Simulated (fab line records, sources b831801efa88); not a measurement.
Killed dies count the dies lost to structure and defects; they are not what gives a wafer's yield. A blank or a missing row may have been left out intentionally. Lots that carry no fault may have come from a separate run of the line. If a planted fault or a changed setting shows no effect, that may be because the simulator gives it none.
Comparing a struck lot with a sound one	flow sky130	15 steps out of a route of 708
Sound: wafers L193.1, L193.4, L193.6. Struck: wafers L198.3, L198.4, L198.5. Last of all comes the cause.
At each step with rows: each side's tool, then ch and its chambers, then its first start. Under that, the readings that differ: sound wafers	struck wafers	difference of the means	sigmas: that difference in standard deviations of wafers without a fault.
alike: words and numbers the same on both sides, and readings whose means are apart by under 2 such deviations; not compared: readings that were withheld, readings missing a value for some wafer, numbers with overlapping values and no deviation given by the record, and bounds like >300 which may hide the same value.
Wherever a step has rows on one side only, a row that says differs or no value, or a row with sigmas, the two part there. When numbers do not overlap yet have no deviation, they are printed without sigmas and do not part them. A reading that every wafer of one side lacks parts them only if that side has two wafers or more.

first, 1 step without rows for these wafers: SKY_VIA4_DEVELOP_10 (develop time 60 s).
SKY_VIA4_OVL_MEAS_11:
  sound: overlay-02 at day 43 17:30; struck: overlay-01 at day 44 03:13
  alike: VIA4_OVL
SKY_VIA4_ETCH_12: etches SiO2 in C4F8/O2/Ar, stops on TiN, target depth 580 nm.
  sound on rieDiel-02 ch 1,3, day 43 17:32; struck on rieDiel-01 ch 1,2,3, day 44 03:14
  alike: biasW, oesProductAu
SKY_VIA4_STRIP_13: strips in O2/N2.
  sound on plasmaAsher-02 ch 0,1, day 43 17:37; struck on plasmaAsher-03 ch 0,1, day 44 03:20
  alike: drypumpMotorCurrentA, n2FlowSccm, oesProductAu, stripTimeToEndpointS
  not compared: rfHoursCounterH
then, 3 steps without rows for these wafers: SKY_VIA4_STRIP_14 (strips in post etch residue remover, time 1200 s); SKY_VIA4_CLEAN_15 (cleans in IPA, time 180 s); SKY_VIA4_CLEAN_16 (cleans in O3/DIW).
SKY_VIA4_SPUTTER_17: material TiN, target thk 20 nm, time 80 s.
  sound: pvdSputter-01 at day 43 18:14; struck: pvdSputter-02 at day 44 03:56
  alike: throttleValvePct
SKY_VIA4_CVD_18: deposits W, target thk 505 nm, time 152.14 s.
  sound on cvdW-01 ch 0,1, day 43 18:17; struck on cvdW-02 ch 0,1, day 44 04:02
  alike: heaterPowerW
SKY_VIA4_RS_MEAS_19: measures by four-point-probe.
  sound: filmMetro-02 at day 43 18:26; struck: filmMetro-02 at day 44 04:11
  alike: VIA4_W_RS
SKY_VIA4_THK_MEAS_20: measures by xrf.
  sound: filmMetro-02 at day 43 18:34; struck: filmMetro-02 at day 44 04:17
  alike: VIA4_W_THK
then, 1 step without rows for these wafers: SKY_VIA4_CMP_21 (polishes, stops on SiO2, t overpolish 25 s, target thk 0 nm).
SKY_METAL5_SPUTTER_00: material Ti, target thk 15 nm, time 10 s.
  sound: pvdSputter-02 at day 43 18:55; struck: pvdSputter-01 at day 44 04:37
reading	sound	struck	difference	sigmas
model.Ti_of_METAL5_SPUTTER_00.thkNm (nm)	15.06 15.16 15	26.33 26.24 26.27	+11.21	
  alike: throttleValvePct
SKY_METAL5_SPUTTER_01: material TiN, target thk 20 nm, time 16.7 s.
  sound: pvdSputter-02 at day 43 18:56; struck: pvdSputter-01 at day 44 04:38
  alike: throttleValvePct
following that, these wafers have no rows for 1 step: SKY_PAD_OPEN_PROBE_99.

## WHERE THEY PART
Nowhere in this record.

WHY: the cause the simulator had injected
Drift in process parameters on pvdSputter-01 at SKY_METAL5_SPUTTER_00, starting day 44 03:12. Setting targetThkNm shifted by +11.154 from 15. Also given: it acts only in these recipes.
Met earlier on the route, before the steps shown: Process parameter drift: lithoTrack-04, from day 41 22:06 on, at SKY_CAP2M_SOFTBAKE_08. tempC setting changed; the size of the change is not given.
